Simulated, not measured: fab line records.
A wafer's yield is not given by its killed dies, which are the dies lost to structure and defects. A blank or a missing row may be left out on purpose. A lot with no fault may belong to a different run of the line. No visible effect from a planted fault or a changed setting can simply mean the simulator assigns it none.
Which of the tools did it?    flow gf180mcu    Sampling: 14 lots, 42 wafers, 2 of 602 route steps

WHAT EACH GAUGE READ, for each wafer
GF_V5_OVL_MEAS_15.
lot   measured      on          V5_OVL (nm)
L133  day 27 06:52  overlay-01  11 13 5
L136  day 28 15:13  overlay-01  11 12 13
L138  day 29 12:29  overlay-02  10 6 7
L139  day 29 10:46  overlay-02  4 -2 1
L140  day 29 21:16  overlay-02  8 8 11
L141  day 30 00:49  overlay-02  7 -6 4
L143  day 30 15:01  overlay-02  9 7 4
L144  day 30 19:56  overlay-02  3 1 5
L145  day 31 05:37  overlay-02  5 9 11
L149  day 32 02:34  overlay-02  8 -1 6
L150  day 32 09:04  overlay-02  2 11 4
L153  day 33 05:07  overlay-01  -9 -11 -4
L154  day 33 08:49  overlay-02  7 -4 1
L155  day 33 10:25  overlay-02  1 3 11

WHICH TOOL RAN EACH LOT (tool, then ch and the chambers of the sampled wafers, then the start)
lot   GF_VT_IMPLANT_STRIP_09
L133  plasma asher-02 ch 0,1, day 5 20:44
L136  plasma asher-02 ch 0,1, day 6 14:56
L138  plasma asher-02 ch 0,1, day 7 08:53
L139  plasma asher-01 ch 0,1, day 7 11:11
L140  plasma asher-01 ch 0,1, day 7 18:59
L141  plasma asher-02 ch 0,1, day 8 00:23
L143  plasma asher-02 ch 0,1, day 8 12:14
L144  plasma asher-02 ch 0,1, day 8 17:43
L145  plasma asher-04 ch 0,1, day 8 22:34
L149  plasma asher-02 ch 0,1, day 9 22:20
L150  plasma asher-02 ch 0,1, day 10 04:59
L153  plasma asher-04 ch 0,1, day 11 06:23
L154  plasma asher-04 ch 0, day 11 07:38
L155  plasma asher-04 ch 0,1, day 11 14:32
- GF_VT_IMPLANT_STRIP_09: strips in O2/N2.

WHAT THE TOOLS THEMSELVES READ (means of the sampled wafers that have a number; where no wafer has one, the mark that the record gives instead)
GF_VT_IMPLANT_STRIP_09.
lot   tool             drypump motor current A (A)  heater power w (W)  oes product au (a.u.)  strip time to endpoint s (s)
L133  plasma asher-02  6.46                         352                 0.717                  12.56
L136  plasma asher-02  6.46                         357                 0.716                  12.64
L138  plasma asher-02  6.26                         336                 0.716                  12.61
L139  plasma asher-01  6.53                         367                 0.717                  12.67
L140  plasma asher-01  6.53                         371                 0.717                  12.64
L141  plasma asher-02  6.28                         338                 0.717                  12.62
L143  plasma asher-02  6.26                         339                 0.718                  12.66
L144  plasma asher-02  6.27                         345                 0.719                  12.66
L145  plasma asher-04  6.28                         369                 0.714                  12.67
L149  plasma asher-02  6.47                         360                 0.718                  12.69
L150  plasma asher-02  6.26                         339                 0.716                  12.59
L153  plasma asher-04  6.28                         369                 0.714                  12.58
L154  plasma asher-04  6.28                         356                 0.719                  12.62
L155  plasma asher-04  6.28                         367                 0.716                  12.60

THE ANSWER, worked out from the rows above alone
Rule: usual is defined by the lots themselves. The widest of any qualifying gaps counts: lots, ordered by their means at a reading, are off when they make up no more than a third of the lots, leave a main group of 4 or more, and stand apart from it by 3 or more times the standard deviation of that group's means. The tables above print the reading to a certain number of digits; a main group whose means all agree to those digits is not used. A lot without any number at a reading at which 4 lots or more have one is off too. All remaining lots with rows at the step are treated as sound. Order of review: gauges by route order, followed by the tools' own readings, for which a lot's mean as printed above is used. The first step at which some lot is off is used, and at that step the reading that is off furthest; a lot without a number counts as furthest.
No lot is off on any of the readings shown, so nothing can be concluded from this.

WHAT THE SIMULATOR PUT IN
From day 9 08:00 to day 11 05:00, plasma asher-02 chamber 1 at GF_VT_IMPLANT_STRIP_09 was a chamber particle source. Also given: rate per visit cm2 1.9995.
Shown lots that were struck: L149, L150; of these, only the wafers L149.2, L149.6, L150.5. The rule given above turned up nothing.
